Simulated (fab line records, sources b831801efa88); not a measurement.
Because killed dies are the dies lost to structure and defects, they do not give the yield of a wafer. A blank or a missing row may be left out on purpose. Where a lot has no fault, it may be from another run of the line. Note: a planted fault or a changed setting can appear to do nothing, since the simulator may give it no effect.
Split-lot experiment :: flow sky130 :: 5 lots, 23 wafers read, on a route of 708 steps

## THE SPLIT
At SKY_VIA3_SPUTTER_20 (material TiN, target thk 20 nm, time 80 s), the setting chamber pressure pa was moved away from the recipe's 5 Pa on 15 of the 23 wafers read, by -9.6% to +11.0%. All remaining wafers had this setting at the recipe value.

The reading comes from the split's own step.

## THE READING
TiN_of_VIA3_SPUTTER_20.thk nm (the simulator's own value, which no gauge read), in nm, at SKY_VIA3_SPUTTER_20 (material TiN, target thk 20 nm, time 80 s). No usual value for it is given in the file. Here, 8 wafers ran the recipe; their average is 19.86 nm with a standard deviation of 0.16 nm.

wafer: L074.1
tool, chamber at the split: pvd sputter-02, -
chamber pressure pa as run, Pa: 4.521
against the recipe: -9.6%
TiN_of_VIA3_SPUTTER_20.thk nm, nm: 21.99
against lot-mates on the recipe: no lot-mate on the recipe

wafer: L074.2
tool, chamber at the split: pvd sputter-02, -
chamber pressure pa as run, Pa: 4.521
against the recipe: -9.6%
TiN_of_VIA3_SPUTTER_20.thk nm, nm: 21.96
against lot-mates on the recipe: no lot-mate on the recipe

wafer: L074.3
tool, chamber at the split: pvd sputter-02, -
chamber pressure pa as run, Pa: 4.521
against the recipe: -9.6%
TiN_of_VIA3_SPUTTER_20.thk nm, nm: 21.81
against lot-mates on the recipe: no lot-mate on the recipe

wafer: L074.4
tool, chamber at the split: pvd sputter-02, -
chamber pressure pa as run, Pa: 4.521
against the recipe: -9.6%
TiN_of_VIA3_SPUTTER_20.thk nm, nm: 21.9
against lot-mates on the recipe: no lot-mate on the recipe

wafer: L074.5
tool, chamber at the split: pvd sputter-02, -
chamber pressure pa as run, Pa: 4.521
against the recipe: -9.6%
TiN_of_VIA3_SPUTTER_20.thk nm, nm: 22.12
against lot-mates on the recipe: no lot-mate on the recipe

wafer: L076.1
tool, chamber at the split: pvd sputter-01, -
chamber pressure pa as run, Pa: 5
against the recipe: recipe
TiN_of_VIA3_SPUTTER_20.thk nm, nm: 19.9
against lot-mates on the recipe: -

wafer: L076.3
tool, chamber at the split: pvd sputter-01, -
chamber pressure pa as run, Pa: 5
against the recipe: recipe
TiN_of_VIA3_SPUTTER_20.thk nm, nm: 19.9
against lot-mates on the recipe: -

wafer: L076.2
tool, chamber at the split: pvd sputter-01, -
chamber pressure pa as run, Pa: 5
against the recipe: recipe
TiN_of_VIA3_SPUTTER_20.thk nm, nm: 19.87
against lot-mates on the recipe: -

wafer: L076.5
tool, chamber at the split: pvd sputter-01, -
chamber pressure pa as run, Pa: 5
against the recipe: recipe
TiN_of_VIA3_SPUTTER_20.thk nm, nm: 19.71
against lot-mates on the recipe: -

wafer: L076.6
tool, chamber at the split: pvd sputter-01, -
chamber pressure pa as run, Pa: 5
against the recipe: recipe
TiN_of_VIA3_SPUTTER_20.thk nm, nm: 20.23
against lot-mates on the recipe: -

wafer: L079.1
tool, chamber at the split: pvd sputter-04, -
chamber pressure pa as run, Pa: 5
against the recipe: recipe
TiN_of_VIA3_SPUTTER_20.thk nm, nm: 19.8
against lot-mates on the recipe: -

wafer: L079.3
tool, chamber at the split: pvd sputter-04, -
chamber pressure pa as run, Pa: 5
against the recipe: recipe
TiN_of_VIA3_SPUTTER_20.thk nm, nm: 19.73
against lot-mates on the recipe: -

wafer: L079.5
tool, chamber at the split: pvd sputter-04, -
chamber pressure pa as run, Pa: 5
against the recipe: recipe
TiN_of_VIA3_SPUTTER_20.thk nm, nm: 19.74
against lot-mates on the recipe: -

wafer: L082.1
tool, chamber at the split: pvd sputter-01, -
chamber pressure pa as run, Pa: 5.24
against the recipe: +4.8%
TiN_of_VIA3_SPUTTER_20.thk nm, nm: 19.44
against lot-mates on the recipe: no lot-mate on the recipe

wafer: L082.2
tool, chamber at the split: pvd sputter-01, -
chamber pressure pa as run, Pa: 5.24
against the recipe: +4.8%
TiN_of_VIA3_SPUTTER_20.thk nm, nm: 19.61
against lot-mates on the recipe: no lot-mate on the recipe

wafer: L082.4
tool, chamber at the split: pvd sputter-01, -
chamber pressure pa as run, Pa: 5.24
against the recipe: +4.8%
TiN_of_VIA3_SPUTTER_20.thk nm, nm: 19.51
against lot-mates on the recipe: no lot-mate on the recipe

wafer: L082.5
tool, chamber at the split: pvd sputter-01, -
chamber pressure pa as run, Pa: 5.24
against the recipe: +4.8%
TiN_of_VIA3_SPUTTER_20.thk nm, nm: 19.87
against lot-mates on the recipe: no lot-mate on the recipe

wafer: L082.6
tool, chamber at the split: pvd sputter-01, -
chamber pressure pa as run, Pa: 5.24
against the recipe: +4.8%
TiN_of_VIA3_SPUTTER_20.thk nm, nm: 19.64
against lot-mates on the recipe: no lot-mate on the recipe

wafer: L084.1
tool, chamber at the split: pvd sputter-01, -
chamber pressure pa as run, Pa: 5.552
against the recipe: +11.0%
TiN_of_VIA3_SPUTTER_20.thk nm, nm: 18.13
against lot-mates on the recipe: no lot-mate on the recipe

wafer: L084.2
tool, chamber at the split: pvd sputter-01, -
chamber pressure pa as run, Pa: 5.552
against the recipe: +11.0%
TiN_of_VIA3_SPUTTER_20.thk nm, nm: 18.09
against lot-mates on the recipe: no lot-mate on the recipe

wafer: L084.6
tool, chamber at the split: pvd sputter-01, -
chamber pressure pa as run, Pa: 5.552
against the recipe: +11.0%
TiN_of_VIA3_SPUTTER_20.thk nm, nm: 18.09
against lot-mates on the recipe: no lot-mate on the recipe

wafer: L084.4
tool, chamber at the split: pvd sputter-01, -
chamber pressure pa as run, Pa: 5.552
against the recipe: +11.0%
TiN_of_VIA3_SPUTTER_20.thk nm, nm: 18.07
against lot-mates on the recipe: no lot-mate on the recipe

wafer: L084.5
tool, chamber at the split: pvd sputter-01, -
chamber pressure pa as run, Pa: 5.552
against the recipe: +11.0%
TiN_of_VIA3_SPUTTER_20.thk nm, nm: 18.15
against lot-mates on the recipe: no lot-mate on the recipe

THE FIT
A straight line over all 23 wafers: TiN_of_VIA3_SPUTTER_20.thk nm changes by -0.179 nm for each +1% of chamber pressure pa; r = -0.98; the points scatter about the line by 0.28 nm.
Too few moved wafers with a lot-mate on the recipe to fit a line net of each lot's own level.

## THE FILE'S OWN FIT
TiN_of_VIA3_SPUTTER_20.thk nm changes by -0.179 nm for each +1% of chamber pressure pa, r = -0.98.
